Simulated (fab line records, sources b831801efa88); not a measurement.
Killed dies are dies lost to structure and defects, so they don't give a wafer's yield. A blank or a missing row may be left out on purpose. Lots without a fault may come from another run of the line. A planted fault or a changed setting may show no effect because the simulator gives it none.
One fault seen from 2 desks | flow gf180mcu | each desk has only its own numbers; what lay behind them comes last

THE TOOL OWNER'S DESK: pecvd-03
The tool's own readings at GF_V4_CVD_02 (deposits SiO2 from TEOS, target thk 850 nm, time 94.851 s): means of the sampled wafers that have a number, for each lot that ran on this tool. A lot is out of limits, marked OUT, if its mean lies more than 4 standard deviations from the usual mean; the brackets give that distance.
Columns: A = heater_power_w at GF_V4_CVD_02, usual 601 W; B = rf_fwd_power_W at GF_V4_CVD_02, usual 596.8 W
lot  | first seen here | A   | B
L111 | day 24 18:42    | 478 | 594.7
L114 | day 25 20:12    | 562 | 598.3
L120 | day 27 10:41    | 557 | 597.1
L123 | day 28 09:26    | 634 | 593.8
This desk's finding: nothing out of limits on any of the 4 lots.

THE METROLOGY DESK
What the gauges read, lot by lot, whatever tool the lot ran on: means of the sampled wafers that have a number. A lot is out of limits, marked OUT, if its mean lies more than 4 standard deviations from the usual mean; the brackets give that distance.
Columns: A = SALICIDE_TIN_THK at GF_SALICIDE_THK_MEAS_05, usual 19.99 nm; B = cd_nm at GF_M3_CD_MEAS_14, usual 280.0 nm; C = V4_CVD_02_THK at GF_V4_THK_MEAS_03, usual 848 nm
lot  | first seen here | A     | B     | C
L108 | day 15 05:55    | 19.56 | 279.5 | 847
L109 | day 15 17:40    | 20.70 | 281.9 | 842
L111 | day 16 10:32    | 20.25 | 281.4 | 832
L112 | day 16 18:26    | 20.10 | 277.9 | 856
L113 | day 16 23:13    | 20.05 | 279.8 | 845
L114 | day 17 13:11    | 20.11 | 279.0 | 858
L115 | day 17 19:02    | 19.73 | 280.7 | 842
L116 | day 17 22:31    | 19.84 | 280.5 | 849
L118 | day 18 22:16    | 19.91 | 279.2 | 832
L119 | day 19 04:41    | 19.89 | 278.7 | 846
L120 | day 19 12:07    | 19.94 | 281.9 | 836
L123 | day 20 13:55    | 20.37 | 281.7 | 1152 (+25) OUT
This desk's finding: out of limits on L123; first on L123, day 28 09:30 (V4_CVD_02_THK at GF_V4_THK_MEAS_03). In limits: L108, L109, L111, L112, L113, L114, L115, L116, L118, L119, L120.

PUT TOGETHER
The metrology desk could have raised an alarm at day 28 09:30, on L123.
The tool owner's desk saw nothing out of limits.
The tool owner's desk has L123 on record, within its limits.
Of the lots named, all ran GF_V4_CVD_02 on pecvd-03.

WHAT THE SIMULATOR HAD PUT IN
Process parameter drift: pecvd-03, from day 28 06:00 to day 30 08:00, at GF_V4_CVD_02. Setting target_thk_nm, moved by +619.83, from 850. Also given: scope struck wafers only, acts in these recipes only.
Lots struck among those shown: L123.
Hours from the fault's start to each desk's first reading out of limits: the metrology desk, 4.
